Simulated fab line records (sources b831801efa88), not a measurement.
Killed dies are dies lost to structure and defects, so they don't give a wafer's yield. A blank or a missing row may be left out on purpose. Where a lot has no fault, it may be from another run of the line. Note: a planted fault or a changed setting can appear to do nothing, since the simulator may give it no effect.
Matching of chambers | flow gf180mcu | 3 sister chambers for GF_CONTACT_CVD_02 on pecvd-04
The step deposits SiO2 from TEOS, target thk 860 nm, time 95.992 s. 16 wafers are shown with their chamber, then 8 later ones without.

## WAFERS, EACH WITH ITS CHAMBER
wafer  | chamber | heater power w (W)
L074.1 | 2       | 762
L074.3 | 1       | 639
L074.4 | 1       | 708
L076.2 | 2       | 726
L076.3 | 0       | 808
L076.5 | 0       | 853
L077.2 | 1       | 731
L077.4 | 1       | 748
L077.5 | 0       | 836
L083.2 | 2       | 752
L083.3 | 0       | 760
L083.4 | 1       | 713
L086.1 | 0       | 748
L086.2 | 1       | 649
L086.4 | 0       | 796
L087.2 | 0       | 778

SIGNATURES (means of the wafers above)
reading        | chamber 0 | chamber 1 | chamber 2 | scatter within a chamber
heater power w | 797.00    | 698.00    | 746.67    | 38.6
Rule: a wafer lies at a distance from a chamber equal to the root of the sum of squares, over the readings, of (its reading less the chamber's mean, divided by the reading's scatter). The wafer belongs to the nearest chamber; if the next one is less than 2 further off, it can't be placed. The scatter: the root of (the sum of the squares of (reading less its chamber's mean) over the shown wafers, divided by (wafers less chambers)).

## WAFERS WHOSE CHAMBER IS MISSING
wafer  | heater power w (W)
L087.3 | 735
L087.6 | 623
L089.1 | 712
L089.2 | 705
L089.6 | 796
L092.3 | 718
L092.5 | 792
L092.6 | 621

## WHICH CHAMBER EACH ONE RAN IN
wafer  | from the rows above          | in truth
L087.3 | can't be placed: 2 or 1 or 0 | 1
L087.6 | can't be placed: 1 or 2      | 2
L089.1 | can't be placed: 1 or 2 or 0 | 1
L089.2 | can't be placed: 1 or 2      | 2
L089.6 | can't be placed: 0 or 2      | 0
L092.3 | can't be placed: 1 or 2 or 0 | 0
L092.5 | can't be placed: 0 or 2      | 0
L092.6 | can't be placed: 1 or 2      | 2
Placed correctly: 0 of 8. Can't be placed from these rows: 8 (the true chamber is among the candidates in 8). Number placed wrongly: 0.
